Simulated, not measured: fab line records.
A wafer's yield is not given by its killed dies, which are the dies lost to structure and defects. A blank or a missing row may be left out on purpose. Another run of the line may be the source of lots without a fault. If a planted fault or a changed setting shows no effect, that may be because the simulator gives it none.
Which tool is to blame? || flow sky130 || 7 lots, 19 wafers sampled, at 1 step of a route of 708

## WHAT THE GAUGES SHOWED, per wafer
SKY_FIELD_ISO_CD_MEAS_13 targets a cd of 150 nm.
{"lot": "L399", "measured": "day 2 19:56", "on": "cd-sem-02", "cd-nm (nm)": "150.7 149.5 150.5"}
{"lot": "L402", "measured": "day 3 11:01", "on": "cd-sem-01", "cd-nm (nm)": "152.7 151.0 151.0"}
{"lot": "L404", "measured": "day 4 00:52", "on": "cd-sem-02", "cd-nm (nm)": "147.8 148.8 149.0"}
{"lot": "L407", "measured": "day 4 15:51", "on": "cd-sem-02", "cd-nm (nm)": "149.0 148.7"}
{"lot": "L409", "measured": "day 5 01:07", "on": "cd-sem-01", "cd-nm (nm)": "150.7 149.8"}
{"lot": "L416", "measured": "day 6 14:55", "on": "cd-sem-01", "cd-nm (nm)": "152.0 151.9 151.3"}
{"lot": "L418", "measured": "day 6 23:07", "on": "cd-sem-01", "cd-nm (nm)": "148.0 148.1 148.9"}

## TOOL THAT RAN EACH LOT (tool first, then ch and the chambers of the sampled wafers, then the start)
There is no process step in the record ahead of these readings.

## THE ANSWER, worked out from the rows above alone
Rule: the usual values come from the lots themselves. The widest of any qualifying gaps counts: lots, ordered by their means at a reading, are off when they make up no more than a third of the lots, leave a main group of 4 or more, and stand apart from it by 3 or more times the standard deviation of that group's means. A main group is skipped when, at the precision printed for the reading in the tables above, its means are all equal. Also off: a lot with no number at a reading for which 4 or more lots have one. All remaining lots with rows at the step are treated as sound.
Nothing can be told from this: no lot is off at any reading shown.

## WHAT WAS PUT IN BY THE SIMULATOR
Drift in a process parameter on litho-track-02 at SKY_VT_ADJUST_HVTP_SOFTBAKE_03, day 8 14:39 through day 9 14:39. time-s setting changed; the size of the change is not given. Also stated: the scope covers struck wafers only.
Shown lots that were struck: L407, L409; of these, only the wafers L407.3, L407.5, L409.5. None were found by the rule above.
